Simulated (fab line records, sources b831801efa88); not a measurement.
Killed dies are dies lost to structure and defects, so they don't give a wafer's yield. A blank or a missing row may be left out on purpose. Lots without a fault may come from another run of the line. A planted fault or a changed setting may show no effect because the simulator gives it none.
fab line records | flow sky130 | part 2 of 2: steps 29 to 39 of 39
record lots=5 wafers=15 last_day=49
route steps=708 shown VIA2@513 METAL3@532 CAPM@537
lots that met no fault: from a run of the same line without faults
start_h: hours from the record's first day to the start of the lot's first wafer shown | wait_h: hours since the lot's step before | " the same as in the row above | L1.1+2: a row that stands for several wafers | - no value, or no start given | * or withheld: withheld | < > ~ a bound
route shown NAME@n: a module of which the file shows steps, and the number in the route of the first | usual: mean/standard deviation of fault-free wafers | same: alike in all rows | chamber/n: place in a boat | sites: the reading at each site | _std_site: their standard deviation | _edge_site: outer sites' mean less inner sites' | radius_mm: how far each site lies from the wafer's centre | mask NAME#n: copy n | behind: the tool/chamber that last shaped the wafer | hold: why the lot was held/for how many hours/how that ended | device: the transistor (n, p or np) that didn't switch | end of line: the same wafers' tests at the end of the route | a step without rows: its recipe alone | killed: dies lost to structure and defects at the first sort, not the wafer's yield | map: a wafer's dies, x killed, . not, _ none there
set.NAME: the setting as run; set.NAME@STEP: as run at that earlier step | model.NAME: the simulator's own value behind a step, which no gauge read
lots at some steps of the route; a table a step, a row a wafer
services: from which hour (start_h, from the record's first day; less than 0 if before it) a tool's chamber was out of use, for how many hours, and why
## steps
# step SKY_CAPM_THK_MEAS_04
# recipe thk_meas_gauge=xrf reads=TiN_of_CAPM_SPUTTER_02
# usual CAPM_TIN_THK=195.2/2.5
# columns lot.wafer tool chamber start_h wait_h CAPM_TIN_THK[nm]
L078.1 film_metro-04 - 884.19 0.1 196.4
L078.2 " - " " 197.5
L078.4 " - " " 198.4
L080.3 film_metro-02 - 903.93 0.1 197.3
L080.5 " - " " 197.5
L080.6 " - " " 194.6
L088.1 film_metro-04 - 960.20 0.1 196.7
L088.3 " - " " 198.5
L088.5 " - " " 196.3
L089.1 film_metro-03 - 966.09 0.1 192.0
L089.2 " - " " 193.1
L089.3 " - " " 191.0
L092.3 film_metro-04 - 987.42 0.1 192.4
L092.4 " - " " 193.0
L092.5 " - " " 195.6
# step SKY_CAPM_DEHYDRATE_05
# recipe temp_c=200 time_s=60
# columns lot.wafer tool chamber start_h wait_h
L078.1+2+4 litho_track-01 0 896.75 12.6
L080.3+5+6 litho_track-04 0 915.70 11.8
L088.1+3+5 litho_track-04 0 971.45 11.2
L089.1+2+3 litho_track-04 0 977.30 11.2
L092.3+4+5 litho_track-04 0 998.15 10.7
# step SKY_CAPM_HMDS_06
# recipe prime_time_s=60 prime_temp_c=120
# columns lot.wafer tool chamber start_h wait_h
L078.1+2+4 litho_track-01 0 896.90 0.1
L080.3+5+6 litho_track-04 0 915.85 0.1
L088.1+3+5 litho_track-04 0 971.60 0.1
L089.1+2+3 litho_track-04 0 977.45 0.1
L092.3+4+5 litho_track-04 0 998.30 0.1
# step SKY_CAPM_COAT_07
# recipe resist=NOVOLAK spin_rpm=3000 resist_thk_nm=1140
# columns lot.wafer tool chamber start_h wait_h
L078.1+2+4 litho_track-01 0 897.05 0.1
L080.3+5+6 litho_track-04 0 916.00 0.1
L088.1+3+5 litho_track-04 0 971.75 0.1
L089.1+2+3 litho_track-04 0 977.60 0.1
L092.3+4+5 litho_track-04 0 998.45 0.1
# step SKY_CAPM_SOFTBAKE_08
# recipe temp_c=90 time_s=60 resist=NOVOLAK
# columns lot.wafer tool chamber start_h wait_h
L078.1+2+4 litho_track-01 0 897.20 0.1
L080.3+5+6 litho_track-04 0 916.15 0.1
L088.1+3+5 litho_track-04 0 971.90 0.1
L089.1+2+3 litho_track-04 0 977.75 0.1
L092.3+4+5 litho_track-04 0 998.60 0.1
# step SKY_CAPM_EXPOSE_09
# recipe mask_id=CAPM na=0.6 source_shape=conventional sigma_outer=0.6 polarization=unpolarized target_cd_nm=1000 dose_mj=159
# columns lot.wafer tool chamber start_h wait_h mask
L078.1+2+4 iline_stepper-01 0 - - CAPM#0
L080.3+5+6 iline_stepper-02 0 - - CAPM#0
L088.1+3+5 iline_stepper-01 0 - - CAPM#0
L089.1+2+3 iline_stepper-02 0 - - CAPM#0
L092.3+4+5 iline_stepper-02 0 - - CAPM#0
# step SKY_CAPM_PEB_10
# recipe temp_c=withheld time_s=* resist=NOVOLAK
# columns lot.wafer tool chamber start_h wait_h
L078.1+2+4 litho_track-04 0 - -
L080.3+5+6 litho_track-01 0 - -
L088.1+3+5 litho_track-04 0 - -
L089.1+2+3 litho_track-02 0 - -
L092.3+4+5 litho_track-01 0 - -
# step SKY_CAPM_DEVELOP_11
# recipe resist=NOVOLAK developer=TMAH develop_time_s=60 dev_temp_c=23
# columns lot.wafer tool chamber start_h wait_h
L078.1+2+4 litho_track-04 0 909.80 0.1
L080.3+5+6 litho_track-01 0 928.50 0.1
L088.1+3+5 litho_track-04 0 984.00 0.1
L089.1+2+3 litho_track-02 0 989.02 0.1
L092.3+4+5 litho_track-01 0 1009.60 0.1
# step SKY_CAPM_OVL_MEAS_12
# usual CAPM_OVL=0.0/1.5
# columns lot.wafer tool chamber start_h wait_h CAPM_OVL[nm]
L078.1 overlay-02 - 909.95 0.1 -2.7
L078.2 " - " " -0.5
L078.4 " - " " -0.5
L080.3 overlay-01 - 928.61 0.1 1.3
L080.5 " - " " -0.4
L080.6 " - " " -0.9
L088.1 overlay-02 - 984.15 0.1 2.1
L088.3 " - " " 0.7
L088.5 " - " " -0.1
L089.1 overlay-01 - 989.17 0.1 -2.3
L089.2 " - " " -1.2
L089.3 " - " " 0.2
L092.3 overlay-02 - 1009.71 0.1 1.5
L092.4 " - " " 0.1
L092.5 " - " " 0.6
# step SKY_CAPM_METAL_ETCH_13
# recipe target_depth_nm=220 stop_on=SiO2 chemistry=Cl2/BCl3 target=TiN pressure_mtorr=10 icp_w=900 bias_w=48.5 Cl2_flow_sccm=60 bcl3_flow_sccm=30 time_s=62.9
# usual chamber_pressure_mTorr=10.001/0.008 drypump_motor_current_A=5.79/0.28 he_backside_leak_sccm=3.38/0.21 oes_product_au=0.936/0.008 throttle_valve_pct=21.903/0.011
# columns lot.wafer tool chamber start_h wait_h chamber_pressure_mTorr drypump_motor_current_A he_backside_leak_sccm oes_product_au rf_hours_counter_h throttle_valve_pct
L078.1 rie_metal-04 0 909.98 0.0 10.007 6.24 3.16 0.942 10 21.923
L078.2 " 1 " " 10.002 5.79 3.10 0.941 16 21.895
L078.4 " 0 " " 10.004 6.25 3.20 0.950 - 21.891
L080.3 rie_metal-03 1 928.66 0.0 10.003 5.76 3.28 0.941 - 21.912
L080.5 " 1 " " 9.995 5.78 3.30 0.944 - 21.885
L080.6 " 0 " " 10.000 5.37 3.30 0.937 - 21.916
L088.1 rie_metal-04 0 984.18 0.0 10.010 6.27 3.15 0.936 14 21.901
L088.3 " 1 " " 10.006 5.77 3.12 0.948 - 21.912
L088.5 " 0 " " 10.003 6.26 3.28 0.936 - 21.892
L089.1 rie_metal-04 1 989.21 0.0 10.001 5.77 3.39 0.926 20 21.904
L089.2 " 0 " " 9.998 6.25 3.10 0.937 14 21.910
L089.3 " 0 " " 9.999 6.26 3.14 0.920 - 21.927
L092.3 rie_metal-04 0 1009.76 0.0 9.993 6.25 3.27 0.927 - 21.896
L092.4 " 1 " " 10.009 5.77 3.10 0.931 - 21.905
L092.5 " 0 " " 9.993 6.28 3.26 0.933 - 21.909
# step SKY_CAPM_STRIP_14
# recipe chemistry=O2/N2 power_w=1400 pressure_mtorr=1500 platen_temp_c=withheld o2_flow_sccm=3000 n2_flow_sccm=300 overash_fraction=0.5
# usual chamber_pressure_mTorr=1500.0/1.3 drypump_motor_current_A=5.77/0.26 oes_product_au=0.710/0.0046 strip_time_to_endpoint_s=12.67/0.064
# columns lot.wafer tool chamber start_h wait_h chamber_pressure_mTorr drypump_motor_current_A oes_product_au rf_hours_counter_h strip_time_to_endpoint_s
L078.1 plasma_asher-01 0 910.06 0.1 1498.5 5.86 0.708 80 12.64
L078.2 " 1 " " 1501.4 5.80 0.716 80 12.56
L078.4 " 0 " " 1500.5 5.86 0.713 - 12.64
L080.3 plasma_asher-01 1 928.75 0.1 1500.1 5.80 0.708 - 12.68
L080.5 " 0 " " 1499.2 5.86 0.703 - 12.76
L080.6 " 1 " " 1499.0 5.80 0.714 - 12.64
L088.1 plasma_asher-01 0 984.26 0.1 1499.8 5.86 0.708 88 12.67
L088.3 " 1 " " 1500.8 5.82 0.712 - 12.56
L088.5 " 1 " " 1500.4 5.80 0.715 - 12.67
L089.1 plasma_asher-03 1 989.29 0.1 1501.7 5.85 0.718 23 12.57
L089.2 " 0 " " 1500.7 5.96 0.717 23 12.65
L089.3 " 1 " " 1499.6 5.84 0.705 - 12.70
L092.3 plasma_asher-03 1 1009.85 0.1 1500.1 5.82 0.714 - 12.66
L092.4 " 0 " " 1501.5 5.95 0.715 - 12.64
L092.5 " 0 " " 1500.8 5.99 0.713 - 12.68
## services
# columns tool chamber start_h hours kind
krf_scanner-02 - 845.96 1.3 pm
cmp-01 - 847.93 1.6 repair
krf_scanner-02 - 856.48 0.2 repair
plasma_asher-01 - 865.62 2.9 repair
pecvd-03 0 866.26 3.5 repair
cmp-01 - 866.99 4.4 repair
iline_stepper-02 - 887.67 1.7 pm
krf_scanner-02 - 889.36 1.0 pm
pecvd-03 - 894.98 1.3 repair
rie_diel-04 1 898.57 21.4 repair
cvd_w-01 - 904.00 14.0 pm
cmp-01 - 912.00 4.0 pm
cvd_w-01 - 916.85 0.7 repair
pvd_sputter-01 - 918.66 5.4 repair
pvd_sputter-01 - 922.28 7.5 repair
krf_scanner-02 - 923.67 0.8 pm
cmp-01 - 936.42 0.9 repair
rie_diel-04 - 948.00 2.8 pm
pvd_sputter-03 - 951.15 5.0 repair
rie_diel-02 2 955.72 16.4 repair
pvd_sputter-03 - 959.51 15.5 repair
krf_scanner-02 - 962.59 7.4 repair
rie_diel-02 - 985.45 38.1 repair
rie_metal-04 1 992.68 13.4 repair
